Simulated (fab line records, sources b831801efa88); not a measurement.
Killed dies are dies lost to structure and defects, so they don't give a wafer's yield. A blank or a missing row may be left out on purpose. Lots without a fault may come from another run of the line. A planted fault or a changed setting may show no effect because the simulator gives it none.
fab line records | flow gf180mcu
record lots=5 wafers=15 last_day=33
route steps=602 shown HV_LDD@225 NSD@235 PSD@248
lots that met no fault: from a run of the same line without faults
start_h: hours from the record's first day to the start of the lot's first wafer shown | wait_h: hours since the lot's step before | " the same as in the row above | L1.1+2: a row that stands for several wafers | - no value, or no start given | * or withheld: withheld | < > ~ a bound
route shown NAME@n: a module of which the file shows steps, and the number in the route of the first | usual: mean/standard deviation of fault-free wafers | same: alike in all rows | chamber/n: place in a boat | sites: the reading at each site | _std_site: their standard deviation | _edge_site: outer sites' mean less inner sites' | radius_mm: how far each site lies from the wafer's centre | mask NAME#n: copy n | behind: the tool/chamber that last shaped the wafer | hold: why the lot was held/for how many hours/how that ended | device: the transistor (n, p or np) that didn't switch | end of line: the same wafers' tests at the end of the route | a step without rows: its recipe alone | killed: dies lost to structure and defects at the first sort, not the wafer's yield | map: a wafer's dies, x killed, . not, _ none there
set.NAME: the setting as run; set.NAME@STEP: as run at that earlier step | model.NAME: the simulator's own value behind a step, which no gauge read
lots at some steps of the route; a table a step, a row a wafer
services: from which hour (start_h, from the record's first day; less than 0 if before it) a tool's chamber was out of use, for how many hours, and why
## steps
# step GF_HV_LDD_STRIP_49
# recipe chemistry=O2/N2 power_w=1400 pressure_mtorr=1500 platen_temp_c=250 o2_flow_sccm=3000 n2_flow_sccm=300 overash_fraction=0.5
# usual drypump_motor_current_A=5.8/0.3 heater_power_w=318/24 oes_product_au=0.716/0.0051 strip_time_to_endpoint_s=12.63/0.034
# columns lot.wafer tool chamber start_h wait_h drypump_motor_current_A heater_power_w oes_product_au rf_hours_counter_h strip_time_to_endpoint_s
L075.1 plasma_asher-02 0 278.06 0.1 5.6 277 0.717 18 12.70
L075.4 " 0 " " 5.6 272 0.721 - 12.68
L075.5 " 0 " " 5.5 273 0.713 - 12.69
L078.2 plasma_asher-04 0 301.06 0.1 5.7 322 0.713 62 12.66
L078.3 " 0 " " 5.7 315 0.714 - 12.70
L078.6 " 1 " " 6.4 334 0.714 - 12.66
L088.2 plasma_asher-03 1 399.36 0.1 5.7 312 0.715 76 12.59
L088.3 " 0 " " 5.5 312 0.716 - 12.56
L088.6 " 1 " " 5.7 325 0.720 - 12.58
L090.2 plasma_asher-02 0 410.30 0.1 5.6 276 0.722 31 12.61
L090.3 " 1 " " 5.7 344 0.717 - 12.65
L090.6 " 0 " " 5.6 271 0.713 - 12.65
L093.1 plasma_asher-04 0 420.56 0.1 5.7 329 0.713 72 12.58
L093.3 " 1 " " 6.4 338 0.713 - 12.60
L093.4 " 0 " " 5.7 325 0.711 - 12.56
# step GF_HV_LDD_TW_MEAS_50
# usual HV_LDD_4_TW=569/4.9
# columns lot.wafer tool chamber start_h wait_h HV_LDD_4_TW
L075.1 film_metro-02 - 278.16 0.1 564
L075.4 " - " " 565
L075.5 " - " " 567
L078.2 film_metro-04 - 301.17 0.1 574
L078.3 " - " " 576
L078.6 " - " " 577
L088.2 film_metro-01 - 399.47 0.1 568
L088.3 " - " " 566
L088.6 " - " " 565
L090.2 film_metro-01 - 410.41 0.1 569
L090.3 " - " " 569
L090.6 " - " " 568
L093.1 film_metro-04 - 420.66 0.1 576
L093.3 " - " " 575
L093.4 " - " " 577
# step GF_HV_LDD_CLEAN_51
# recipe chemistry=SC1/SC2 mix=1:4:20 temp_c=70 time_s=150 dry=n2_spin
# columns lot.wafer tool chamber start_h wait_h
L075.1+4+5 wet_bench-04 0 278.22 0.1
L078.2+3+6 wet_bench-02 1 301.22 0.0
L088.2+3+6 wet_bench-04 0 399.52 0.0
L090.2+3+6 wet_bench-03 0 410.46 0.0
L093.1+3+4 wet_bench-04 0 420.72 0.1
# step GF_HV_LDD_RTA_52
# recipe temp_c=1000 time_s=10 ambient=N2
# usual lamp_power_pct=31.6/1.8 wafer_temp_C_max=1003.6/1
# columns lot.wafer tool chamber start_h wait_h lamp_power_pct wafer_temp_C_max
L075.1 rtp_anneal-02 0 278.27 0.0 33.9 1003.1
L075.4 " 0 " " 33.9 1002.3
L075.5 " 0 " " 33.9 1003.0
L078.2 rtp_anneal-01 0 301.28 0.0 30.3 1004.8
L078.3 " 0 " " 30.2 1004.7
L078.6 " 0 " " 30.2 1003.2
L088.2 rtp_anneal-01 0 399.58 0.0 30.2 1005.7
L088.3 " 0 " " 30.2 1002.8
L088.6 " 0 " " 30.3 1002.9
L090.2 rtp_anneal-01 0 410.52 0.0 30.3 1003.8
L090.3 " 0 " " 30.3 1003.4
L090.6 " 0 " " 30.2 1004.1
L093.1 rtp_anneal-01 0 420.77 0.0 30.3 1006.0
L093.3 " 0 " " 30.2 1004.4
L093.4 " 0 " " 30.3 1006.0
# step GF_HV_LDD_RS_MEAS_53
# recipe thk_meas_gauge=four-point-probe
# usual HV_LDD_RS=418.9/0.93
# columns lot.wafer tool chamber start_h wait_h HV_LDD_RS[ohm/sq]
L075.1 film_metro-01 - 278.33 0.1 418.6
L075.4 " - " " 419.3
L075.5 " - " " 418.8
L078.2 film_metro-01 - 301.36 0.1 419.2
L078.3 " - " " 419.3
L078.6 " - " " 420.3
L088.2 film_metro-04 - 399.66 0.1 418.5
L088.3 " - " " 418.9
L088.6 " - " " 419.3
L090.2 film_metro-04 - 410.60 0.1 419.0
L090.3 " - " " 418.4
L090.6 " - " " 419.9
L093.1 film_metro-02 - 420.84 0.1 417.1
L093.3 " - " " 418.1
L093.4 " - " " 418.4
# step GF_HV_LDD_CVD_54
# recipe material=SiO2 target_thk_nm=10 precursor=TEOS temp_c=680 time_s=75 pressure_mtorr=400
# usual spike_tc_top_C=700.5/1.7
# columns lot.wafer tool chamber start_h wait_h spike_tc_top_C
L075.1 lpcvd-01 0 279.37 1.0 697.7
L075.4 " 0 " " 696.1
L075.5 " 0 " " 696.8
L078.2 lpcvd-02 1 301.46 0.1 701.8
L078.3 " 1 " " 701.8
L078.6 " 1 " " 700.9
L088.2 lpcvd-01 1 399.76 0.1 701.6
L088.3 " 1 " " 701.2
L088.6 " 1 " " 700.0
L090.2 lpcvd-02 0 410.70 0.1 701.2
L090.3 " 0 " " 700.7
L090.6 " 0 " " 700.5
L093.1 lpcvd-02 1 420.96 0.1 704.2
L093.3 " 1 " " 702.5
L093.4 " 1 " " 703.2
# step GF_HV_LDD_THK_MEAS_55
# recipe reads=SiO2_of_HV_LDD_CVD_54
# usual HV_LDD_CVD_54_THK=9.96/0.12
# columns lot.wafer tool chamber start_h wait_h HV_LDD_CVD_54_THK[nm]
L075.1 film_metro-02 - 280.39 0.0 10.00
L075.4 " - " " 10.21
L075.5 " - " " 10.05
L078.2 film_metro-04 - 302.49 0.0 9.95
L078.3 " - " " 9.86
L078.6 " - " " 9.90
L088.2 film_metro-01 - 401.30 0.0 10.09
L088.3 " - " " 10.06
L088.6 " - " " 10.12
L090.2 film_metro-01 - 411.73 0.0 9.99
L090.3 " - " " 9.78
L090.6 " - " " 9.83
L093.1 film_metro-01 - 421.98 0.0 10.07
L093.3 " - " " 10.17
L093.4 " - " " 10.26
# step GF_HV_LDD_CVD_56
# recipe material=Si3N4 precursor=DCS/NH3 target_thk_nm=90 temp_c=770 time_s=1543 pressure_mtorr=250
# usual spike_tc_top_C=787.3/2.2
# columns lot.wafer tool chamber start_h wait_h spike_tc_top_C
L075.1 lpcvd-01 0 280.45 0.1 783.2
L075.4 " 0 " " 785.0
L075.5 " 0 " " 785.8
L078.2 lpcvd-02 0 302.54 0.0 786.5
L078.3 " 0 " " 788.6
L078.6 " 0 " " 787.5
L088.2 lpcvd-01 0 401.35 0.0 785.0
L088.3 " 0 " " 782.7
L088.6 " 0 " " 785.3
L090.2 lpcvd-02 0 412.74 1.0 788.4
L090.3 " 0 " " 788.6
L090.6 " 0 " " 786.3
L093.1 lpcvd-02 0 422.04 0.1 788.3
L093.3 " 0 " " 787.0
L093.4 " 0 " " 787.0
# step GF_HV_LDD_THK_MEAS_57
# recipe reads=Si3N4_of_HV_LDD_CVD_56
# usual HV_LDD_CVD_56_THK=89.9/0.65
# columns lot.wafer tool chamber start_h wait_h HV_LDD_CVD_56_THK[nm]
L075.1 film_metro-01 - 281.88 0.0 90.4
L075.4 " - " " 91.2
L075.5 " - " " 90.3
L078.2 film_metro-04 - 303.98 0.0 89.7
L078.3 " - " " 89.6
L078.6 " - " " 89.0
L088.2 film_metro-01 - 402.79 0.0 90.2
L088.3 " - " " 89.8
L088.6 " - " " 89.9
L090.2 film_metro-02 - 414.18 0.0 90.4
L090.3 " - " " 90.4
L090.6 " - " " 90.4
L093.1 film_metro-04 - 423.47 0.0 90.0
L093.3 " - " " 90.1
L093.4 " - " " 90.2
# step GF_HV_LDD_ETCHBACK_58
# recipe chemistry=CH3F/O2 target=Si3N4 stop_on=SiO2 source_w=400 bias_w=80 pressure_mtorr=25 ch3f_flow_sccm=40 O2_flow_sccm=30 time_s=100 target_depth_a=900
# usual drypump_motor_current_A=5.7/0.55 oes_product_au=0.842/0.006 throttle_valve_pct=10.560/0.0093
# columns lot.wafer tool chamber start_h wait_h drypump_motor_current_A oes_product_au rf_hours_counter_h throttle_valve_pct
L075.1 rie_diel-04 0 281.94 0.1 5.0 0.853 13 10.561
L075.4 " 3 " " 6.3 0.842 5 10.569
L075.5 " 1 " " 6.0 0.849 - 10.583
L078.2 rie_diel-04 3 304.03 0.0 6.2 0.842 6 10.585
L078.3 " 2 " " 6.2 0.837 17 10.546
L078.6 " 2 " " 6.2 0.833 - 10.561
L088.2 rie_diel-01 3 402.84 0.0 6.5 0.844 102 10.567
L088.3 " 0 " " 5.2 0.844 14 10.570
L088.6 " 0 " " 5.1 0.844 - 10.568
L090.2 rie_diel-01 1 414.23 0.0 5.5 0.847 80 10.563
L090.3 " 3 " " 6.4 0.838 102 10.577
L090.6 " 3 " " 6.4 0.844 - 10.536
L093.1 rie_diel-01 2 423.53 0.1 6.4 0.843 26 10.562
L093.3 " 3 " " 6.4 0.838 102 10.548
L093.4 " 0 " " 5.2 0.839 14 10.541
# step GF_NSD_DEHYDRATE_00
# recipe temp_c=200 time_s=60
# usual heater_power_total_W=160.36/0.12
# columns lot.wafer tool chamber start_h wait_h heater_power_total_W
L075.1 litho_track-04 0 291.90 9.9 160.56
L075.4 " 0 " " 160.33
L075.5 " 0 " " 160.25
L078.2 litho_track-03 0 314.27 10.2 160.48
L078.3 " 0 " " 160.52
L078.6 " 0 " " 160.19
L088.2 litho_track-03 0 414.72 11.8 160.14
L088.3 " 0 " " 160.50
L088.6 " 0 " " 160.39
L090.2 litho_track-02 0 425.33 11.1 160.26
L090.3 " 0 " " 160.13
L090.6 " 0 " " 160.33
L093.1 litho_track-04 0 435.50 11.9 160.25
L093.3 " 0 " " 160.28
L093.4 " 0 " " 160.39
# step GF_NSD_HMDS_01
# recipe prime_time_s=60 prime_temp_c=120
# columns lot.wafer tool chamber start_h wait_h
L075.1+4+5 litho_track-04 0 292.05 0.1
L078.2+3+6 litho_track-03 0 314.42 0.1
L088.2+3+6 litho_track-03 0 414.87 0.1
L090.2+3+6 litho_track-02 0 425.48 0.1
L093.1+3+4 litho_track-04 0 435.65 0.1
# step GF_NSD_COAT_02
# recipe resist=NOVOLAK spin_rpm=3000 resist_thk_nm=1000
# columns lot.wafer tool chamber start_h wait_h
L075.1+4+5 litho_track-04 0 292.20 0.1
L078.2+3+6 litho_track-03 0 314.57 0.1
L088.2+3+6 litho_track-03 0 415.02 0.1
L090.2+3+6 litho_track-02 0 425.63 0.1
L093.1+3+4 litho_track-04 0 435.80 0.1
# step GF_NSD_SOFTBAKE_03
# recipe temp_c=90 time_s=60 resist=NOVOLAK
# usual heater_power_total_W=56.59/0.044
# columns lot.wafer tool chamber start_h wait_h heater_power_total_W
L075.1 litho_track-04 0 292.35 0.1 56.63
L075.4 " 0 " " 56.55
L075.5 " 0 " " 56.60
L078.2 litho_track-03 0 314.72 0.1 56.61
L078.3 " 0 " " 56.59
L078.6 " 0 " " 56.59
L088.2 litho_track-03 0 415.17 0.1 56.68
L088.3 " 0 " " 56.63
L088.6 " 0 " " 56.57
L090.2 litho_track-02 0 425.78 0.1 56.52
L090.3 " 0 " " 56.58
L090.6 " 0 " " 56.58
L093.1 litho_track-04 0 435.95 0.1 56.65
L093.3 " 0 " " 56.61
L093.4 " 0 " " 56.60
# step GF_NSD_EXPOSE_04
# recipe mask_id=Nplus target_cd_nm=400 na=0.6 source_shape=conventional sigma_outer=0.6 dose_mj=140
# usual focus_offset_nm=-0.1/0.56
# columns lot.wafer tool chamber start_h wait_h mask focus_offset_nm
L075.1 iline_stepper-02 0 - - Nplus#0 0.4
L075.4 " 0 " " Nplus#0 -0.4
L075.5 " 0 " " Nplus#0 -1.3
L078.2 iline_stepper-02 0 - - Nplus#0 -0.4
L078.3 " 0 " " Nplus#0 0.1
L078.6 " 0 " " Nplus#0 -0.7
L088.2 iline_stepper-01 0 - - Nplus#0 0.9
L088.3 " 0 " " Nplus#0 0.0
L088.6 " 0 " " Nplus#0 -0.1
L090.2 iline_stepper-02 0 - - Nplus#0 -0.5
L090.3 " 0 " " Nplus#0 -0.3
L090.6 " 0 " " Nplus#0 -0.6
L093.1 iline_stepper-01 0 - - Nplus#0 0.4
L093.3 " 0 " " Nplus#0 0.0
L093.4 " 0 " " Nplus#0 0.8
# step GF_NSD_PEB_05
# recipe temp_c=withheld time_s=* resist=NOVOLAK
# columns lot.wafer tool chamber start_h wait_h
L075.1+4+5 litho_track-04 0 - -
L078.2+3+6 litho_track-03 0 - -
L088.2+3+6 litho_track-02 0 - -
L090.2+3+6 litho_track-03 0 - -
L093.1+3+4 litho_track-02 0 - -
# step GF_NSD_DEVELOP_06
# recipe develop_time_s=58.66 dev_temp_c=23
# columns lot.wafer tool chamber start_h wait_h
L075.1+4+5 litho_track-04 0 301.65 0.1
L078.2+3+6 litho_track-03 0 325.27 0.1
L088.2+3+6 litho_track-02 0 427.03 0.1
L090.2+3+6 litho_track-03 0 438.42 0.1
L093.1+3+4 litho_track-02 0 447.76 0.1
# step GF_NSD_CD_MEAS_07
# recipe target_cd_nm=400
# usual cd_nm=399.7/2.4
# columns lot.wafer tool chamber start_h wait_h cd_nm
L075.1 cd_sem-02 - 301.80 0.1 399.1
L075.4 " - " " 397.5
L075.5 " - " " 396.1
L078.2 cd_sem-02 - 325.42 0.1 401.1
L078.3 " - " " 402.0
L078.6 " - " " 401.8
L088.2 cd_sem-02 - 427.18 0.1 398.5
L088.3 " - " " 398.2
L088.6 " - " " 397.8
L090.2 cd_sem-01 - 438.57 0.1 405.7
L090.3 " - " " 403.4
L090.6 " - " " 404.9
L093.1 cd_sem-01 - 447.91 0.1 398.4
L093.3 " - " " 398.2
L093.4 " - " " 398.0
# step GF_NSD_OVL_MEAS_08
# usual NSD_OVL=0.6/1.3
# columns lot.wafer tool chamber start_h wait_h NSD_OVL[nm]
L075.1 overlay-01 - 301.92 0.1 -2.2
L075.4 " - " " -0.5
L075.5 " - " " -2.1
L078.2 overlay-01 - 325.53 0.1 1.2
L078.3 " - " " -2.1
L078.6 " - " " -1.0
L088.2 overlay-02 - 427.28 0.1 0.3
L088.3 " - " " 0.7
L088.6 " - " " 1.4
L090.2 overlay-02 - 438.67 0.1 -0.7
L090.3 " - " " 1.5
L090.6 " - " " 0.4
L093.1 overlay-01 - 448.03 0.1 -1.6
L093.3 " - " " -0.2
L093.4 " - " " 0.5
# step GF_NSD_IMPLANT_09
# recipe species=As energy_kev=60 dose_cm2=4e+15 tilt_deg=7
# usual beam_on_s=17.4/1.1 faraday_current_uA=12639/760
# columns lot.wafer tool chamber start_h wait_h beam_on_s faraday_current_uA
L075.1 implanter-04 0 301.96 0.0 18.7 11739
L075.4 " 0 " " 18.6 11795
L075.5 " 0 " " 19.2 11445
L078.2 implanter-02 0 325.58 0.0 16.4 13330
L078.3 " 0 " " 16.3 13419
L078.6 " 0 " " 17.1 12834
L088.2 implanter-02 0 427.34 0.0 17.2 12658
L088.3 " 0 " " 17.4 12518
L088.6 " 0 " " 17.1 12799
L090.2 implanter-04 0 438.73 0.0 18.8 11663
L090.3 " 0 " " 18.5 11859
L090.6 " 0 " " 18.9 11585
L093.1 implanter-01 0 448.06 0.0 17.0 12856
L093.3 " 0 " " 16.7 13121
L093.4 " 0 " " 16.6 13144
# step GF_NSD_IMPLANT_10
# recipe species=P energy_kev=40 dose_cm2=5e+14 tilt_deg=7
# usual beam_on_s=9.98/0.2 faraday_current_uA=2793/56
# columns lot.wafer tool chamber start_h wait_h beam_on_s faraday_current_uA
L075.1 implanter-04 0 302.11 0.1 9.92 2806
L075.4 " 0 " " 9.71 2868
L075.5 " 0 " " 9.81 2841
L078.2 implanter-02 0 325.73 0.1 9.56 2922
L078.3 " 0 " " 9.69 2874
L078.6 " 0 " " 9.96 2796
L088.2 implanter-02 0 427.49 0.1 9.73 2864
L088.3 " 0 " " 9.83 2837
L088.6 " 0 " " 9.73 2852
L090.2 implanter-04 0 438.88 0.1 9.93 2815
L090.3 " 0 " " 10.00 2782
L090.6 " 0 " " 10.15 2739
L093.1 implanter-01 0 448.21 0.1 10.17 2758
L093.3 " 0 " " 9.94 2804
L093.4 " 0 " " 9.90 2814
# step GF_NSD_STRIP_11
# recipe chemistry=O2/N2 power_w=1400 pressure_mtorr=1500 platen_temp_c=250 o2_flow_sccm=3000 n2_flow_sccm=300 overash_fraction=0.5
# usual drypump_motor_current_A=5.4/0.31 heater_power_w=333/37 oes_product_au=0.487/0.0044 strip_time_to_endpoint_s=22.95/0.031
# columns lot.wafer tool chamber start_h wait_h drypump_motor_current_A heater_power_w oes_product_au rf_hours_counter_h strip_time_to_endpoint_s
L075.1 plasma_asher-01 0 302.26 0.1 5.1 359 0.493 51 22.95
L075.4 " 1 " " 5.0 380 0.488 - 22.93
L075.5 " 0 " " 5.1 351 0.489 - 22.92
L078.2 plasma_asher-01 1 325.86 0.1 5.0 384 0.489 53 22.97
L078.3 " 1 " " 5.0 377 0.493 - 22.95
L078.6 " 1 " " 5.0 377 0.478 - 22.96
L088.2 plasma_asher-02 0 427.61 0.1 5.6 278 0.487 33 22.96
L088.3 " 0 " " 5.6 276 0.490 - 22.99
L088.6 " 1 " " 5.7 342 0.482 - 22.94
L090.2 plasma_asher-02 1 439.00 0.1 5.8 342 0.489 34 23.00
L090.3 " 0 " " 5.6 275 0.488 - 22.97
L090.6 " 1 " " 5.8 333 0.490 - 22.96
L093.1 plasma_asher-02 0 448.36 0.1 5.5 277 0.490 35 23.00
L093.3 " 1 " " 5.8 333 0.483 - 22.91
L093.4 " 0 " " 5.6 276 0.480 - 22.94
# step GF_NSD_TW_MEAS_12
# usual NSD_TW=4273/32
# columns lot.wafer tool chamber start_h wait_h NSD_TW
L075.1 film_metro-03 - 302.36 0.1 4256
L075.4 " - " " 4257
L075.5 " - " " 4244
L078.2 film_metro-03 - 325.97 0.1 4243
L078.3 " - " " 4257
L078.6 " - " " 4233
L088.2 film_metro-04 - 427.72 0.1 4322
L088.3 " - " " 4312
L088.6 " - " " 4326
L090.2 film_metro-04 - 439.11 0.1 4284
L090.3 " - " " 4301
L090.6 " - " " 4271
L093.1 film_metro-04 - 448.46 0.1 4285
L093.3 " - " " 4313
L093.4 " - " " 4306
# step GF_PSD_DEHYDRATE_00
# recipe temp_c=200 time_s=60
# usual heater_power_total_W=160.38/0.13
# columns lot.wafer tool chamber start_h wait_h heater_power_total_W
L075.1 litho_track-01 0 312.56 10.2 160.45
L075.4 " 0 " " 160.47
L075.5 " 0 " " 160.53
L078.2 litho_track-02 0 335.98 10.0 160.14
L078.3 " 0 " " 160.17
L078.6 " 0 " " 160.25
L088.2 litho_track-01 0 439.63 11.9 160.20
L088.3 " 0 " " 160.56
L088.6 " 0 " " 160.49
L090.2 litho_track-01 0 450.53 11.4 160.53
L090.3 " 0 " " 160.18
L090.6 " 0 " " 160.37
L093.1 litho_track-04 0 460.20 11.7 160.49
L093.3 " 0 " " 160.60
L093.4 " 0 " " 160.28
# step GF_PSD_HMDS_01
# recipe prime_time_s=60 prime_temp_c=120
# columns lot.wafer tool chamber start_h wait_h
L075.1+4+5 litho_track-01 0 312.71 0.1
L078.2+3+6 litho_track-02 0 336.13 0.1
L088.2+3+6 litho_track-01 0 439.78 0.1
L090.2+3+6 litho_track-01 0 450.68 0.1
L093.1+3+4 litho_track-04 0 460.35 0.1
# step GF_PSD_COAT_02
# recipe resist=NOVOLAK spin_rpm=3000 resist_thk_nm=1000
# columns lot.wafer tool chamber start_h wait_h
L075.1+4+5 litho_track-01 0 312.86 0.1
L078.2+3+6 litho_track-02 0 336.28 0.1
L088.2+3+6 litho_track-01 0 439.93 0.1
L090.2+3+6 litho_track-01 0 450.83 0.1
L093.1+3+4 litho_track-04 0 460.50 0.1
# step GF_PSD_SOFTBAKE_03
# recipe temp_c=90 time_s=60 resist=NOVOLAK
# usual heater_power_total_W=56.59/0.044
# columns lot.wafer tool chamber start_h wait_h heater_power_total_W
L075.1 litho_track-01 0 313.01 0.1 56.56
L075.4 " 0 " " 56.59
L075.5 " 0 " " 56.50
L078.2 litho_track-02 0 336.43 0.1 56.54
L078.3 " 0 " " 56.59
L078.6 " 0 " " 56.63
L088.2 litho_track-01 0 440.08 0.1 56.53
L088.3 " 0 " " 56.60
L088.6 " 0 " " 56.60
L090.2 litho_track-01 0 450.98 0.1 56.61
L090.3 " 0 " " 56.62
L090.6 " 0 " " 56.49
L093.1 litho_track-04 0 460.65 0.1 56.54
L093.3 " 0 " " 56.67
L093.4 " 0 " " 56.55
# step GF_PSD_EXPOSE_04
# recipe mask_id=Pplus target_cd_nm=400 na=0.6 source_shape=conventional sigma_outer=0.6 dose_mj=140
# usual focus_offset_nm=0.0/0.53
# columns lot.wafer tool chamber start_h wait_h mask focus_offset_nm
L075.1 iline_stepper-02 0 - - Pplus#0 0.2
L075.4 " 0 " " Pplus#0 -0.1
L075.5 " 0 " " Pplus#0 0.2
L078.2 iline_stepper-01 0 - - Pplus#0 -0.5
L078.3 " 0 " " Pplus#0 0.1
L078.6 " 0 " " Pplus#0 -0.2
L088.2 iline_stepper-02 0 - - Pplus#0 0.2
L088.3 " 0 " " Pplus#0 -0.1
L088.6 " 0 " " Pplus#0 -0.4
L090.2 iline_stepper-01 0 - - Pplus#0 -0.2
L090.3 " 0 " " Pplus#0 -0.3
L090.6 " 0 " " Pplus#0 -0.5
L093.1 iline_stepper-02 0 - - Pplus#0 0.1
L093.3 " 0 " " Pplus#0 -0.1
L093.4 " 0 " " Pplus#0 0.3
# step GF_PSD_PEB_05
# recipe temp_c=withheld time_s=* resist=NOVOLAK
# columns lot.wafer tool chamber start_h wait_h
L075.1+4+5 litho_track-04 0 - -
L078.2+3+6 litho_track-02 0 - -
L088.2+3+6 litho_track-01 0 - -
L090.2+3+6 litho_track-02 0 - -
L093.1+3+4 litho_track-04 0 - -
# step GF_PSD_DEVELOP_06
# recipe develop_time_s=60 dev_temp_c=22.34
# columns lot.wafer tool chamber start_h wait_h
L075.1+4+5 litho_track-04 0 323.40 0.1
L078.2+3+6 litho_track-02 0 347.23 0.1
L088.2+3+6 litho_track-01 0 451.93 0.1
L090.2+3+6 litho_track-02 0 463.08 0.1
L093.1+3+4 litho_track-04 0 472.55 0.1
# step GF_PSD_CD_MEAS_07
# recipe target_cd_nm=400
# usual cd_nm=399.6/2.2
# columns lot.wafer tool chamber start_h wait_h cd_nm
L075.1 cd_sem-02 - 323.55 0.1 401.3
L075.4 " - " " 397.9
L075.5 " - " " 399.7
L078.2 cd_sem-02 - 347.38 0.1 405.4
L078.3 " - " " 401.6
L078.6 " - " " 402.4
L088.2 cd_sem-02 - 452.07 0.1 398.5
L088.3 " - " " 400.2
L088.6 " - " " 399.1
L090.2 cd_sem-02 - 463.29 0.2 400.3
L090.3 " - " " 399.3
L090.6 " - " " 400.5
L093.1 cd_sem-02 - 472.70 0.1 401.8
L093.3 " - " " 397.9
L093.4 " - " " 402.0
# step GF_PSD_OVL_MEAS_08
# usual PSD_OVL=0.6/1.2
# columns lot.wafer tool chamber start_h wait_h PSD_OVL[nm]
L075.1 overlay-02 - 323.67 0.1 1.5
L075.4 " - " " 0.4
L075.5 " - " " -0.4
L078.2 overlay-01 - 347.48 0.1 0.3
L078.3 " - " " -0.6
L078.6 " - " " -1.1
L088.2 overlay-02 - 452.18 0.1 -0.8
L088.3 " - " " 0.0
L088.6 " - " " 2.7
L090.2 overlay-02 - 463.40 0.1 -0.7
L090.3 " - " " -0.5
L090.6 " - " " -0.8
L093.1 overlay-01 - 472.82 0.1 0.9
L093.3 " - " " 0.9
L093.4 " - " " 2.1
# step GF_PSD_IMPLANT_09
# recipe species=BF2 energy_kev=40 dose_cm2=1.5e+15 tilt_deg=7
# usual beam_on_s=10.03/0.2 faraday_current_uA=8224/160
# columns lot.wafer tool chamber start_h wait_h beam_on_s faraday_current_uA
L075.1 implanter-03 0 323.71 0.0 9.98 8260
L075.4 " 0 " " 10.03 8205
L075.5 " 0 " " 9.95 8281
L078.2 implanter-03 0 347.54 0.0 9.91 8324
L078.3 " 0 " " 9.93 8299
L078.6 " 0 " " 9.95 8298
L088.2 implanter-02 0 452.23 0.0 10.01 8203
L088.3 " 0 " " 10.01 8220
L088.6 " 0 " " 10.15 8130
L090.2 implanter-02 0 463.45 0.0 10.55 7808
L090.3 " 0 " " 9.97 8272
L090.6 " 0 " " 10.11 8141
L093.1 implanter-03 0 472.85 0.0 10.43 7924
L093.3 " 0 " " 10.01 8238
L093.4 " 0 " " 10.04 8212
# step GF_PSD_STRIP_10
# recipe chemistry=O2/N2 power_w=1400 pressure_mtorr=1500 platen_temp_c=250 o2_flow_sccm=3000 n2_flow_sccm=300 overash_fraction=0.5
# usual drypump_motor_current_A=5.6/0.48 heater_power_w=337/32 oes_product_au=0.592/0.0044 strip_time_to_endpoint_s=16.53/0.036
# columns lot.wafer tool chamber start_h wait_h drypump_motor_current_A heater_power_w oes_product_au rf_hours_counter_h strip_time_to_endpoint_s
L075.1 plasma_asher-02 0 323.86 0.1 5.6 272 0.589 21 16.59
L075.4 " 0 " " 5.6 276 0.590 - 16.54
L075.5 " 0 " " 5.6 283 0.599 - 16.55
L078.2 plasma_asher-04 0 347.66 0.1 5.7 325 0.592 66 16.49
L078.3 " 1 " " 6.4 343 0.591 - 16.46
L078.6 " 1 " " 6.4 339 0.586 - 16.51
L088.2 plasma_asher-02 1 452.36 0.1 5.8 345 0.595 36 16.46
L088.3 " 1 " " 5.8 345 0.582 - 16.46
L088.6 " 0 " " 5.6 273 0.594 - 16.49
L090.2 plasma_asher-02 0 463.58 0.1 5.6 273 0.595 36 16.59
L090.3 " 1 " " 5.8 340 0.592 - 16.56
L090.6 " 0 " " 5.6 272 0.596 - 16.58
L093.1 plasma_asher-02 0 473.00 0.1 5.5 280 0.595 37 16.51
L093.3 " 0 " " 5.6 276 0.595 - 16.56
L093.4 " 1 " " 5.8 341 0.592 - 16.54
# step GF_PSD_TW_MEAS_11
# usual PSD_TW=3195/21
# columns lot.wafer tool chamber start_h wait_h PSD_TW
L075.1 film_metro-01 - 323.96 0.1 3181
L075.4 " - " " 3160
L075.5 " - " " 3150
L078.2 film_metro-04 - 347.77 0.1 3206
L078.3 " - " " 3205
L078.6 " - " " 3197
L088.2 film_metro-03 - 452.47 0.1 3175
L088.3 " - " " 3160
L088.6 " - " " 3176
L090.2 film_metro-04 - 463.69 0.1 3199
L090.3 " - " " 3224
L090.6 " - " " 3206
L093.1 film_metro-04 - 473.10 0.1 3225
L093.3 " - " " 3197
L093.4 " - " " 3206
# step GF_PSD_CLEAN_12
# recipe chemistry=SC1/SC2 mix=1:4:20 temp_c=70 time_s=150 dry=n2_spin
# columns lot.wafer tool chamber start_h wait_h
L075.1+4+5 wet_bench-01 2 324.02 0.1
L078.2+3+6 wet_bench-03 3 347.82 0.0
L088.2+3+6 wet_bench-03 2 452.52 0.0
L090.2+3+6 wet_bench-03 0 463.74 0.0
L093.1+3+4 wet_bench-02 3 473.16 0.1
## services
# columns tool chamber start_h hours kind
implanter-03 - 265.52 0.6 repair
lpcvd-02 - 280.31 6.1 pm
plasma_asher-02 - 287.11 15.6 pm
rie_diel-01 0 299.10 9.3 repair
iline_stepper-01 - 306.11 8.9 pm
wet_bench-03 - 323.74 5.9 repair
iline_stepper-02 - 326.40 1.7 pm
lpcvd-01 - 335.10 0.5 repair
iline_stepper-01 - 339.08 7.2 repair
rie_diel-01 1 349.68 5.6 repair
rie_diel-01 2 357.86 13.5 repair
rie_diel-01 1 389.94 16.3 repair
implanter-02 - 397.09 1.0 repair
plasma_asher-04 - 398.36 15.6 pm
iline_stepper-02 - 402.95 7.0 repair
iline_stepper-01 - 409.97 1.7 pm
lpcvd-01 - 410.71 0.7 repair
plasma_asher-04 - 415.72 1.8 repair
plasma_asher-04 - 421.25 9.0 pm
rie_diel-01 3 436.13 6.8 repair
implanter-03 - 438.05 2.8 repair
implanter-02 - 444.10 3.2 repair
plasma_asher-02 - 453.75 5.5 repair
implanter-04 - 460.10 28.7 pm
## key
fault none
